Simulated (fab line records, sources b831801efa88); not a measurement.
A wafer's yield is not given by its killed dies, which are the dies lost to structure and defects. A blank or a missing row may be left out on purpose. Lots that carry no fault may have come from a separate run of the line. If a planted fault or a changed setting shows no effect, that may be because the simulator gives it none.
Matching of chambers | flow sky130 | 4 sister chambers for SKY_VIA3_CMP_02 on cmp-01
The step polishes SiO2. 8 wafers are shown with their chamber, then 7 later ones without.

== WAFERS PAIRED WITH THEIR CHAMBERS ==
wafer  | chamber | motor_current_A (A)
L110.3 | 2       | 10.7
L111.2 | 0       | 12.8
L113.1 | 2       | 10.8
L113.5 | 1       | 10.4
L114.4 | 1       | 10.9
L114.6 | 3       | 13.9
L121.2 | 0       | 12.6
L121.3 | 3       | 14.1

== WAFERS WITH NO CHAMBER GIVEN ==
wafer  | motor_current_A (A)
L121.4 | 10.3
L123.2 | 10.3
L123.4 | 14.3
L123.5 | 10.8
L124.2 | 13.0
L124.3 | 10.5
L124.5 | 10.6

== CHAMBER TAKEN BY EACH ==
wafer  | from the rows above     | in truth
L121.4 | can't be placed: 1 or 2 | 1
L123.2 | can't be placed: 1 or 2 | 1
L123.4 | 3                       | 3
L123.5 | can't be placed: 2 or 1 | 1
L124.2 | 0                       | 0
L124.3 | can't be placed: 1 or 2 | 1
L124.5 | can't be placed: 1 or 2 | 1
Placed correctly: 2 of 7. Not placeable from these rows: 5 (in 5, the candidates include the true chamber). 0 placed wrongly.
How it was worked out, from the rows above alone: a wafer's distance from a chamber is the root of the sum, over the readings, of the square of ((its reading less the chamber's mean) divided by the reading's scatter). If the next closest chamber is less than 2 further off than the closest, the wafer can't be placed; otherwise it belongs to the closest. A chamber's mean is the mean of its shown wafers. The scatter: the root of (the sum of the squares of (reading less its chamber's mean) over the shown wafers, divided by (wafers less chambers)).
